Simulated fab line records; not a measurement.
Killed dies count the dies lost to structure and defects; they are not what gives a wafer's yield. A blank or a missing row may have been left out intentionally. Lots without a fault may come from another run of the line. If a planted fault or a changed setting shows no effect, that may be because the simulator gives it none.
fab line records ; flow sfq_line
record: lots: 13; wafers: 39; last_day: 93
route steps=325 shown L0@12 I1@74 R5@226 M8@323
lots untouched by any fault: they come from a run of this same line in which no faults occurred
start_h: the number of hours between the record's first day and the start of the first shown wafer of the lot ; wait_h: hours elapsed since this lot's preceding step ; " the same as in the row above ; L1.1+2: a single row standing in for several wafers ; - value missing, or start not given ; * or withheld: withheld ; < > ~ a bound
route shown NAME@n: NAME is a module with steps in the file, n the number in the route of the first one ; usual: mean/standard deviation of fault-free wafers ; same: alike in all rows ; chamber/n: place in a boat ; sites: the reading at each site ; _std_site: how widely they spread, as a standard deviation ; _edge_site: outer sites' mean less inner sites' ; radius_mm: for every site, how far away it sits from the centre of the wafer ; mask NAME#n: copy n ; behind: the last tool/chamber to shape the wafer ; hold: why the lot was held/for how many hours/how that ended ; device: names the non-switching transistor (n, p or np) ; end of line: the same wafers' tests at the end of the route ; where a step has no rows: the recipe by itself ; killed: dies that structure and defects cost at the first sort, which is not the same as the wafer's yield ; map: dies across one wafer; x = killed, . = not, _ = none there
set.NAME: the setting the step ran with; set.NAME@STEP: the setting that earlier step ran with ; model.NAME: the simulator's own value behind a step, which no gauge read
one table for each step of the route and one row for each wafer, over a sample of lots
services: from which hour (start_h, from the record's first day; less than 0 if before it) a tool's chamber was out of use, for how many hours, and why
== steps ==
step: SFQ_TRILAYER_L0_BARC_OPEN_METAL_ETCH_010
recipe: mask_material: PR; chemistry: O2; target_depth_nm: 125; target: BARC; icp_w: 600; bias_w: 80; pressure_mtorr: 10; time_s: 41.7
usual: drypump_motor_current_A: 5.9/0.33; oes_product_au: 0.685/0.0048
lot.wafer;tool;chamber;start_h;wait_h;drypump_motor_current_A;oes_product_au;rf_hours_counter_h
L428.2;rie_metal-03;1;76.61;0.1;6.3;0.679;209
L428.3;rie_metal-03;1;76.61;0.1;6.3;0.690;-
L428.6;rie_metal-03;0;76.61;0.1;5.4;0.692;-
L430.2;rie_metal-03;0;83.83;0.1;5.4;0.687;-
L430.3;rie_metal-03;0;83.83;0.1;5.4;0.681;-
L430.6;rie_metal-03;0;83.83;0.1;5.5;0.684;-
L431.2;rie_metal-04;1;88.63;0.1;6.3;0.692;57
L431.5;rie_metal-04;1;88.63;0.1;6.3;0.685;-
L431.6;rie_metal-04;0;88.63;0.1;5.7;0.683;-
L432.4;rie_metal-03;0;92.29;0.1;5.4;0.690;-
L432.5;rie_metal-03;0;92.29;0.1;5.5;0.695;-
L432.6;rie_metal-03;0;92.29;0.1;5.5;0.694;-
L433.1;rie_metal-04;0;98.23;0.1;5.6;0.681;118
L433.3;rie_metal-04;0;98.23;0.1;5.7;0.681;-
L433.4;rie_metal-04;1;98.23;0.1;6.3;0.683;-
L435.1;rie_metal-03;1;109.78;0.1;6.3;0.688;2
L435.2;rie_metal-03;0;109.78;0.1;5.4;0.681;50
L435.5;rie_metal-03;0;109.78;0.1;5.4;0.685;-
L436.1;rie_metal-04;0;113.38;0.1;5.7;0.680;121
L436.4;rie_metal-04;0;113.38;0.1;5.7;0.676;-
L436.5;rie_metal-04;1;113.38;0.1;6.2;0.696;-
L437.2;rie_metal-03;1;116.98;0.1;6.3;0.677;3
L437.3;rie_metal-03;1;116.98;0.1;6.3;0.687;-
L437.4;rie_metal-03;0;116.98;0.1;5.4;0.679;-
L438.2;rie_metal-03;1;125.46;0.1;6.3;0.682;4
L438.3;rie_metal-03;1;125.46;0.1;6.3;0.684;-
L438.5;rie_metal-03;0;125.46;0.1;5.5;0.686;-
L445.4;rie_metal-04;0;168.59;0.1;5.7;0.684;-
L445.5;rie_metal-04;0;168.59;0.1;5.6;0.689;-
L445.6;rie_metal-04;1;168.59;0.1;6.2;0.688;-
L446.2;rie_metal-04;0;174.12;0.1;5.7;0.690;130
L446.3;rie_metal-04;0;174.12;0.1;5.7;0.679;-
L446.4;rie_metal-04;1;174.12;0.1;6.2;0.682;-
L448.2;rie_metal-01;0;186.12;0.1;5.8;0.686;7
L448.4;rie_metal-01;0;186.12;0.1;5.8;0.699;-
L448.5;rie_metal-01;0;186.12;0.1;5.8;0.677;-
L450.1;rie_metal-03;0;200.52;0.1;5.4;0.680;65
L450.3;rie_metal-03;0;200.52;0.1;5.4;0.685;-
L450.6;rie_metal-03;1;200.52;0.1;6.3;0.689;-
step: SFQ_TRILAYER_I1_CMP_CMP_046
recipe: material: SiO2; down_force_psi: 3; platen_rpm: 60; pad_velocity_m_s: 0.94248
usual: motor_current_A: 10.4/1.3; time_to_endpoint_s: 217/6.7
lot.wafer;tool;chamber;start_h;wait_h;motor_current_A;time_to_endpoint_s
L428.3;cmp-01;3;484.06;1.0;8.8;214
L428.2;cmp-01;2;485.56;2.5;11.4;213
L428.6;cmp-01;0;486.56;3.5;10.8;221
L430.2;cmp-01;1;508.99;1.8;10.7;219
L430.3;cmp-01;3;509.99;2.8;8.8;213
L430.6;cmp-01;0;509.99;2.8;11.4;220
L431.2;cmp-02;0;515.26;2.2;13.0;204
L431.5;cmp-02;2;516.26;3.2;10.0;209
L431.6;cmp-02;3;516.26;3.2;10.4;210
L432.4;cmp-02;1;523.08;2.8;9.0;229
L432.5;cmp-02;2;523.08;2.8;9.9;213
L432.6;cmp-02;3;523.08;2.8;9.8;212
L433.1;cmp-02;0;538.96;0.0;12.5;220
L433.3;cmp-02;1;538.96;0.0;9.0;208
L433.4;cmp-02;2;538.96;0.0;9.8;224
L435.2;cmp-01;0;588.66;0.5;10.7;218
L435.1;cmp-01;1;588.66;0.5;10.8;221
L435.5;cmp-01;3;590.16;2.0;8.6;222
L436.4;cmp-01;0;594.83;0.0;11.3;221
L436.1;cmp-01;3;596.33;1.5;9.0;216
L436.5;cmp-01;0;596.33;1.5;11.0;227
L437.4;cmp-02;2;610.70;0.1;9.7;217
L437.2;cmp-02;3;610.70;0.1;9.8;210
L437.3;cmp-02;0;610.70;0.1;12.8;210
L438.2;cmp-01;2;620.65;0.5;11.2;203
L438.3;cmp-01;0;621.65;1.5;11.2;205
L438.5;cmp-01;2;622.65;2.5;11.4;213
L445.4;cmp-02;1;633.35;4.8;9.4;221
L445.5;cmp-02;1;635.35;6.8;9.7;277
L445.6;cmp-02;2;635.35;6.8;9.9;220
L446.4;cmp-01;2;635.15;5.4;11.2;229
L446.3;cmp-01;3;635.15;5.4;9.0;216
L446.2;cmp-01;0;635.15;5.4;11.0;216
L448.2;cmp-01;3;638.65;6.5;8.6;219
L448.4;cmp-01;0;638.65;6.5;10.9;218
L448.5;cmp-01;2;640.15;8.0;11.2;216
L450.3;cmp-01;0;641.15;6.6;10.9;209
L450.1;cmp-01;3;642.65;8.1;8.7;215
L450.6;cmp-01;1;643.65;9.1;10.9;223
step: SFQ_TRILAYER_I1_METRO_MEASURE_047
usual: thk_nm: 200.4/0.89
lot.wafer;tool;chamber;start_h;wait_h;thk_nm
L428.2;film_metro-04;-;487.38;0.3;199.4
L428.3;film_metro-04;-;487.38;0.3;200.5
L428.6;film_metro-04;-;487.38;0.3;200.9
L430.2;film_metro-04;-;511.81;0.3;201.3
L430.3;film_metro-04;-;511.81;0.3;199.6
L430.6;film_metro-04;-;511.81;0.3;200.1
L431.2;film_metro-01;-;517.58;0.3;199.3
L431.5;film_metro-01;-;517.58;0.3;200.1
L431.6;film_metro-01;-;517.58;0.3;197.9
L432.4;film_metro-02;-;525.30;0.6;199.5
L432.5;film_metro-02;-;525.30;0.6;200.3
L432.6;film_metro-02;-;525.30;0.6;199.0
L433.1;film_metro-01;-;542.08;0.1;200.3
L433.3;film_metro-01;-;542.08;0.1;198.1
L433.4;film_metro-01;-;542.08;0.1;199.8
L435.1;film_metro-01;-;591.28;0.1;200.3
L435.2;film_metro-01;-;591.28;0.1;200.3
L435.5;film_metro-01;-;591.28;0.1;200.0
L436.1;film_metro-01;-;597.95;0.1;198.5
L436.4;film_metro-01;-;597.95;0.1;199.6
L436.5;film_metro-01;-;597.95;0.1;199.6
L437.2;film_metro-02;-;614.02;0.3;198.9
L437.3;film_metro-02;-;614.02;0.3;199.2
L437.4;film_metro-02;-;614.02;0.3;199.8
L438.2;film_metro-02;-;623.47;0.3;200.1
L438.3;film_metro-02;-;623.47;0.3;200.0
L438.5;film_metro-02;-;623.47;0.3;200.0
L445.4;film_metro-01;-;637.07;0.6;201.2
L445.5;film_metro-01;-;637.07;0.6;306.2
L445.6;film_metro-01;-;637.07;0.6;200.5
L446.2;film_metro-02;-;638.47;0.3;199.9
L446.3;film_metro-02;-;638.47;0.3;199.1
L446.4;film_metro-02;-;638.47;0.3;200.1
L448.2;film_metro-02;-;641.47;0.3;201.4
L448.4;film_metro-02;-;641.47;0.3;201.6
L448.5;film_metro-02;-;641.47;0.3;200.3
L450.1;film_metro-04;-;644.27;0.1;199.6
L450.3;film_metro-04;-;644.27;0.1;200.0
L450.6;film_metro-04;-;644.27;0.1;201.2
step: SFQ_TRILAYER_I1_VIA_ETCH_VIA_ETCH_052
recipe: target: SiO2; stop_on: Nb; mask_material: PR; taper_deg: 20; chemistry: CHF3; target_depth_nm: 260; source_w: 500; bias_w: 80; pressure_mtorr: 30; time_s: withheld
usual: drypump_motor_current_A: 5.8/0.5; oes_product_au: 0.856/0.005
lot.wafer;tool;chamber;start_h;wait_h;drypump_motor_current_A;oes_product_au
L428.2;rie_diel-01;1;649.58;0.0;6.2;0.857
L428.3;rie_diel-01;3;649.58;0.0;6.6;0.854
L428.6;rie_diel-01;3;649.58;0.0;6.6;0.856
L430.2;rie_diel-03;1;666.99;0.0;5.7;0.856
L430.3;rie_diel-03;3;666.99;0.0;4.9;0.852
L430.6;rie_diel-03;3;666.99;0.0;4.9;0.852
L431.2;rie_diel-01;1;672.99;0.0;6.2;0.847
L431.5;rie_diel-01;1;672.99;0.0;6.2;0.857
L431.6;rie_diel-01;0;672.99;0.0;5.8;0.851
L432.4;rie_diel-03;3;681.59;0.1;4.9;0.851
L432.5;rie_diel-03;1;681.59;0.1;5.7;0.860
L432.6;rie_diel-03;2;681.59;0.1;6.2;0.857
L433.1;rie_diel-01;0;697.03;0.0;5.8;0.850
L433.3;rie_diel-01;1;697.03;0.0;6.2;0.844
L433.4;rie_diel-01;2;697.03;0.0;5.1;0.850
L435.1;rie_diel-03;3;728.51;0.0;4.9;0.866
L435.2;rie_diel-03;1;728.51;0.0;5.7;0.862
L435.5;rie_diel-03;1;728.51;0.0;5.7;0.852
L436.1;rie_diel-01;0;732.11;0.0;5.8;0.855
L436.4;rie_diel-01;3;732.11;0.0;6.6;0.857
L436.5;rie_diel-01;1;732.11;0.0;6.2;0.850
L437.2;rie_diel-04;1;747.10;0.0;5.6;0.856
L437.3;rie_diel-04;3;747.10;0.0;6.4;0.858
L437.4;rie_diel-04;0;747.10;0.0;5.8;0.848
L438.2;rie_diel-03;2;755.50;0.0;6.2;0.854
L438.3;rie_diel-03;0;755.50;0.0;5.7;0.859
L438.5;rie_diel-03;3;755.50;0.0;4.9;0.849
L445.4;rie_diel-03;2;769.90;0.0;6.3;0.856
L445.5;rie_diel-03;1;769.90;0.0;5.7;0.989
L445.6;rie_diel-03;2;769.90;0.0;6.2;0.852
L446.2;rie_diel-04;1;771.10;0.0;5.7;0.858
L446.3;rie_diel-04;2;771.10;0.0;5.3;0.841
L446.4;rie_diel-04;3;771.10;0.0;6.3;0.857
L448.2;rie_diel-01;3;775.21;0.0;6.6;0.853
L448.4;rie_diel-01;2;775.21;0.0;5.1;0.864
L448.5;rie_diel-01;1;775.21;0.0;6.2;0.850
L450.1;rie_diel-03;2;778.81;0.0;6.2;0.858
L450.3;rie_diel-03;1;778.81;0.0;5.7;0.850
L450.6;rie_diel-03;3;778.81;0.0;4.9;0.860
step: SFQ_TRILAYER_R5_STRIP_STRIP_140
recipe: gas: O2; power_w: 200; platen_temp_c: 40; overash_fraction: 0.65; chemistry: O2; pressure_mtorr: 50
usual: drypump_motor_current_A: 6.2/0.46; oes_product_au: 0.998/0.0076; platen_temp_c: 40.00/0.13
lot.wafer;tool;chamber;start_h;wait_h;drypump_motor_current_A;oes_product_au;platen_temp_c;rf_hours_counter_h
L428.2;rie_metal-02;1;1477.97;0.0;6.8;1.006;39.98;54
L428.3;rie_metal-02;0;1477.97;0.0;6.4;0.993;39.92;-
L428.6;rie_metal-02;1;1477.97;0.0;6.8;1.000;40.06;-
L430.2;rie_metal-03;0;1488.77;0.0;5.4;0.993;39.86;100
L430.3;rie_metal-03;1;1488.77;0.0;6.3;0.987;39.98;-
L430.6;rie_metal-03;1;1488.77;0.0;6.3;0.995;39.89;-
L431.2;rie_metal-03;1;1542.40;0.0;6.3;1.003;40.26;66
L431.5;rie_metal-03;1;1542.40;0.0;6.3;1.002;39.96;-
L431.6;rie_metal-03;0;1542.40;0.0;5.4;1.006;40.04;-
L432.4;rie_metal-03;1;1546.20;0.2;6.3;0.996;40.05;-
L432.5;rie_metal-03;1;1546.20;0.2;6.3;0.998;40.02;-
L432.6;rie_metal-03;0;1546.20;0.2;5.4;0.992;40.12;-
L433.1;rie_metal-04;1;1547.20;0.0;6.3;1.003;39.93;112
L433.3;rie_metal-04;0;1547.20;0.0;5.8;0.991;39.98;-
L433.4;rie_metal-04;1;1547.20;0.0;6.2;1.006;40.28;-
L435.1;rie_metal-02;0;1559.45;0.0;6.4;0.995;40.17;9
L435.2;rie_metal-02;1;1559.45;0.0;6.8;1.004;39.99;63
L435.5;rie_metal-02;0;1559.45;0.0;6.4;0.996;40.19;-
L436.1;rie_metal-04;0;1572.95;0.0;5.7;0.998;40.12;23
L436.4;rie_metal-04;1;1572.95;0.0;6.3;1.000;40.06;-
L436.5;rie_metal-04;0;1572.95;0.0;5.6;0.988;40.08;-
L437.2;rie_metal-03;1;1574.15;0.0;6.3;0.989;39.91;71
L437.3;rie_metal-03;0;1574.15;0.0;5.4;0.992;40.00;-
L437.4;rie_metal-03;1;1574.15;0.0;6.3;0.991;39.88;-
L438.2;rie_metal-02;1;1575.35;0.0;6.9;1.015;39.97;65
L438.3;rie_metal-02;0;1575.35;0.0;6.4;0.993;40.03;-
L438.5;rie_metal-02;1;1575.35;0.0;6.8;0.997;39.95;-
L445.4;rie_metal-04;0;1606.96;0.2;5.7;1.007;40.10;-
L445.5;rie_metal-04;0;1606.96;0.2;5.7;1.008;40.00;-
L445.6;rie_metal-04;1;1606.96;0.2;6.2;1.005;39.86;-
L446.2;rie_metal-02;0;1695.11;0.0;6.4;0.993;39.84;26
L446.3;rie_metal-02;1;1695.11;0.0;6.8;1.008;39.89;-
L446.4;rie_metal-02;0;1695.11;0.0;6.4;0.992;40.03;-
L448.2;rie_metal-03;0;1699.91;0.0;5.4;0.994;40.19;127
L448.4;rie_metal-03;0;1699.91;0.0;5.4;0.988;40.02;-
L448.5;rie_metal-03;1;1699.91;0.0;6.3;0.982;39.99;-
L450.1;rie_metal-02;1;1702.31;0.0;6.8;1.008;39.96;84
L450.3;rie_metal-02;1;1702.31;0.0;6.8;0.993;39.94;-
L450.6;rie_metal-02;0;1702.31;0.0;6.4;0.991;40.43;-
step: SFQ_M8_THK_MEAS_950
recipe: thk_meas_gauge: xrf; reads: Au_of_TRILAYER_M8_DEP_EVAP_196
usual: M8_AU_THK: 182.6/2.7
lot.wafer;tool;chamber;start_h;wait_h;M8_AU_THK[nm]
L428.2;film_metro-04;-;2053.86;0.1;180.9
L428.3;film_metro-04;-;2053.86;0.1;180.9
L428.6;film_metro-04;-;2053.86;0.1;181.0
L430.2;film_metro-03;-;2091.59;0.1;184.8
L430.3;film_metro-03;-;2091.59;0.1;185.1
L430.6;film_metro-03;-;2091.59;0.1;186.3
L431.2;film_metro-03;-;2092.79;0.1;182.5
L431.5;film_metro-03;-;2092.79;0.1;181.6
L431.6;film_metro-03;-;2092.79;0.1;181.2
L432.4;film_metro-03;-;2120.66;0.1;183.5
L432.5;film_metro-03;-;2120.66;0.1;183.5
L432.6;film_metro-03;-;2120.66;0.1;184.0
L433.1;film_metro-02;-;2125.43;0.1;181.8
L433.3;film_metro-02;-;2125.43;0.1;181.7
L433.4;film_metro-02;-;2125.43;0.1;182.5
L435.1;film_metro-03;-;2133.83;0.1;186.7
L435.2;film_metro-03;-;2133.83;0.1;185.7
L435.5;film_metro-03;-;2133.83;0.1;185.6
L436.1;film_metro-03;-;2136.23;0.1;188.2
L436.4;film_metro-03;-;2136.23;0.1;186.4
L436.5;film_metro-03;-;2136.23;0.1;186.5
L437.2;film_metro-02;-;2139.97;0.1;183.3
L437.3;film_metro-02;-;2139.97;0.1;182.1
L437.4;film_metro-02;-;2139.97;0.1;183.4
L438.2;film_metro-02;-;2143.57;0.1;183.7
L438.3;film_metro-02;-;2143.57;0.1;185.5
L438.5;film_metro-02;-;2143.57;0.1;184.4
L445.4;film_metro-03;-;2172.39;0.1;184.0
L445.5;film_metro-03;-;2172.39;0.1;181.5
L445.6;film_metro-03;-;2172.39;0.1;183.9
L446.2;film_metro-03;-;2204.89;0.1;183.4
L446.3;film_metro-03;-;2204.89;0.1;184.5
L446.4;film_metro-03;-;2204.89;0.1;185.3
L448.2;film_metro-04;-;2211.57;0.1;180.3
L448.4;film_metro-04;-;2211.57;0.1;180.3
L448.5;film_metro-04;-;2211.57;0.1;182.7
L450.1;film_metro-03;-;2219.96;0.1;183.5
L450.3;film_metro-03;-;2219.96;0.1;183.2
L450.6;film_metro-03;-;2219.96;0.1;185.1
== services ==
tool;chamber;start_h;hours;kind
rie_metal-04;-;56.64;0.1;repair
rie_metal-03;0;60.37;10.2;repair
cmp-01;-;66.50;4.0;pm
cmp-01;-;76.50;7.0;pm
cmp-01;-;139.71;1.6;repair
rie_metal-03;-;162.70;1.4;pm
rie_metal-04;-;165.69;2.8;pm
cmp-01;-;178.00;1.1;repair
cmp-01;-;218.28;1.1;repair
rie_metal-03;1;247.40;6.9;repair
rie_metal-03;0;303.00;11.5;repair
cmp-01;-;338.68;6.9;pm
cmp-01;-;364.45;1.7;repair
rie_metal-04;-;388.99;1.4;pm
rie_metal-03;-;525.62;2.8;pm
rie_metal-03;0;640.01;8.3;repair
rie_metal-03;1;900.67;1.8;repair
rie_metal-03;-;979.56;0.2;repair
rie_metal-03;0;1154.76;14.4;repair
rie_metal-03;1;1192.11;18.5;repair
rie_metal-03;-;1232.35;14.6;pm
rie_metal-03;-;1345.24;10.6;repair
rie_metal-03;1;1519.43;3.0;repair
rie_metal-03;-;1625.62;2.8;pm
== key ==
first_sign: step: SFQ_TRILAYER_I1_CMP_CMP_046; reading: time_to_endpoint_s; direction: up; sigmas: 9.1; usual: *; struck: *
effect: step: SFQ_TRILAYER_I1_METRO_MEASURE_047; reading: thk_nm; direction: up; sigmas: 99+; usual: 200.4; struck: 306.2
effect: step: SFQ_TRILAYER_I1_VIA_ETCH_VIA_ETCH_052; reading: oes_product_au; direction: up; sigmas: 27; usual: 0.856; struck: 0.989
met_at SFQ_TRILAYER_I1_CMP_CMP_046
struck_lots L445
struck_wafers L445.5
not_acting_at SFQ_TRILAYER_L0_BARC_OPEN_METAL_ETCH_010,SFQ_TRILAYER_R5_STRIP_STRIP_140,SFQ_M8_THK_MEAS_950
onset_between 610.70 633.35
fault: kind: process_parameter_drift; tool: cmp-02; chamber: -; onset_h: 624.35; steps: SFQ_TRILAYER_I1_CMP_CMP_046; channel: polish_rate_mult; offset: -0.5; shape: step; end_h: 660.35; scope: struck_wafers_only
